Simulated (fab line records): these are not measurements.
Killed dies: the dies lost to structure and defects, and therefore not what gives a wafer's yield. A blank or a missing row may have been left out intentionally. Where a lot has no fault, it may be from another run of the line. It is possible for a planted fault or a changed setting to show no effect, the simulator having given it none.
What tool caused it? ; flow gf180mcu ; Sampling: 13 lots, 39 wafers, 5 of 602 route steps

## WHAT EACH GAUGE READ, for each wafer
GF_M2_RS_MEAS_05: a four-point-probe measurement. Usual: M2_ALCU_RS gives 0.0713 ohm/sq (standard deviation 0.0008).
lot;measured;on;M2_ALCU_RS (ohm/sq);flag
L154;day 19 19:33;film-metro-02;0.0717 0.0721 0.0712;
L157;day 21 07:51;film-metro-04;0.0717 0.0715 0.0719;
L158;day 21 08:18;film-metro-02;0.0698 0.0704 0.0705;
L159;day 22 00:39;film-metro-03;0.0707 0.0705 0.0709;
L161;day 22 14:37;film-metro-04;0.0720 0.0724 0.0719;
L162;day 22 21:26;film-metro-02;0.0707 0.0709 0.0713;
L164;day 23 10:04;film-metro-04;0.0719 0.0706 0.0704;
L165;day 23 18:12;film-metro-04;0.0705 0.0718 0.0706;
L166;day 24 00:57;film-metro-03;0.0715 0.0727 0.0713;
L167;day 24 12:19;film-metro-04;0.0720 0.0724 0.0724;
L169;day 25 00:39;film-metro-04;0.0716 0.0707 0.0711;
L173;day 26 00:59;film-metro-03;0.0698 0.0706 0.0703;
L174;day 26 08:28;film-metro-02;0.0725 0.0724 0.0725;

GF_V2_THK_MEAS_03. Usual: V2_CVD_02_THK gives 855 nm (standard deviation 11).
lot;measured;on;V2_CVD_02_THK (nm);flag
L154;day 20 21:20;film-metro-01;832 842 852;
L157;day 22 08:25;film-metro-01;847 838 847;
L158;day 22 09:04;film-metro-01;856 851 869;
L159;day 23 01:37;film-metro-01;842 855 860;
L161;day 23 15:10;film-metro-03;865 859 868;
L162;day 23 21:32;film-metro-01;849 869 866;
L164;day 24 10:38;film-metro-04;842 861 866;
L165;day 24 17:10;film-metro-04;855 858 863;
L166;day 24 22:13;film-metro-01;845 862 863;
L167;day 25 08:35;film-metro-03;856 851 862;
L169;day 25 22:44;film-metro-04;844 851 858;
L173;day 26 23:16;film-metro-04;866 849 862;
L174;day 27 06:13;film-metro-03;842 860 845;

GF_V2_OVL_MEAS_15. Usual: V2_OVL gives -3 nm (standard deviation 5.6).
lot;measured;on;V2_OVL (nm);flag
L154;day 21 22:41;overlay-01;1 -4 0;
L157;day 23 08:07;overlay-02;-8 -19 -11;
L158;day 23 09:20;overlay-01;-4 -8 -6;
L159;day 24 01:17;overlay-02;6 -1 0;
L161;day 24 14:25;overlay-02;-6 -11 -7;
L162;day 24 19:20;overlay-01;-10 -3 -13;
L164;day 25 05:50;overlay-01;-13 -9 -1;
L165;day 25 14:29;overlay-02;-6 6 0;
L166;day 25 19:35;overlay-02;0 2 0;
L167;day 26 05:50;overlay-02;18 17 13;OFF
L169;day 26 20:16;overlay-01;-6 -1 2;
L173;day 27 19:41;overlay-02;22 23 29;OFF
L174;day 28 02:48;overlay-02;0 -1 -2;

## EACH LOT AND THE TOOL THAT RAN IT (in order: tool; ch and the chambers of the sampled wafers; start)
lot;GF_M2_SPUTTER_00;GF_V2_EXPOSE_11
L154;pvd-sputter-01, day 19 19:20;krf-scanner-01 ch 0, day 21 09:58
L157;pvd-sputter-01, day 21 07:38;krf-scanner-02 ch 0, day 22 20:40
L158;pvd-sputter-02, day 21 08:05;krf-scanner-01 ch 0, day 22 21:53
L159;pvd-sputter-04, day 22 00:26;krf-scanner-01 ch 0, day 23 13:16
L161;pvd-sputter-04, day 22 14:23;krf-scanner-01 ch 0, day 24 03:19
L162;pvd-sputter-01, day 22 21:12;krf-scanner-02 ch 0, day 24 09:30
L164;pvd-sputter-02, day 23 09:49;krf-scanner-02 ch 0, day 24 21:03
L165;pvd-sputter-01, day 23 17:59;krf-scanner-01 ch 0, day 25 03:11
L166;pvd-sputter-02, day 24 00:44;krf-scanner-02 ch 0, day 25 08:24
L167;pvd-sputter-01, day 24 12:06;krf-scanner-01 ch 0, day 25 20:23
L169;pvd-sputter-02, day 25 00:26;krf-scanner-02 ch 0, day 26 09:16
L173;pvd-sputter-01, day 26 00:46;krf-scanner-01 ch 0, day 27 09:35
L174;pvd-sputter-02, day 26 08:14;krf-scanner-02 ch 0, day 27 17:33
- GF_M2_SPUTTER_00: material Ti, target thk 37.5 nm, time 150 s.
- GF_V2_EXPOSE_11: exposes mask Via2, target cd 260 nm.

## AS READ BY THE TOOLS THEMSELVES (means over the sampled wafers that have a number; for cases with no such wafer, the mark the record gives instead)
GF_M2_SPUTTER_00. Usual: 29.9 % for throttle-valve-pct, sd 0.77.
lot;tool;throttle-valve-pct (%);flag
L154;pvd-sputter-01;30.6;
L157;pvd-sputter-01;30.0;
L158;pvd-sputter-02;30.2;
L159;pvd-sputter-04;28.9;
L161;pvd-sputter-04;29.3;
L162;pvd-sputter-01;30.4;
L164;pvd-sputter-02;29.8;
L165;pvd-sputter-01;30.1;
L166;pvd-sputter-02;30.1;
L167;pvd-sputter-01;30.8;
L169;pvd-sputter-02;30.4;
L173;pvd-sputter-01;30.3;
L174;pvd-sputter-02;30.2;

## THE ANSWER, worked out from the rows above alone
Rule: a lot counts as off when the mean over its wafers that have a number is more than 3 standard deviations away from the usual mean. A lot without any number at a reading at which 4 lots or more have one is off too. The other lots that the step has rows for count as sound. Order of review: gauges by route order, followed by the tools' own readings, for which a lot's mean as printed above is used. At the first step where some lot is off, the reading lying furthest off is the one used; lots without a number count as furthest.
Off: at GF_V2_OVL_MEAS_15 (V2_OVL), L167, L173.
If a tool, at a process step before that reading, ran all the lots that are off and no sound lot after the first of them, it fits. Those tools and the gauges at GF_V2_OVL_MEAS_15 are tried in the same way. 2 tools fit, pvd-sputter-01 at GF_M2_SPUTTER_00 and krf-scanner-01 at GF_V2_EXPOSE_11, so this cannot tell which one it is.

## WHAT THE SIMULATOR PUT IN
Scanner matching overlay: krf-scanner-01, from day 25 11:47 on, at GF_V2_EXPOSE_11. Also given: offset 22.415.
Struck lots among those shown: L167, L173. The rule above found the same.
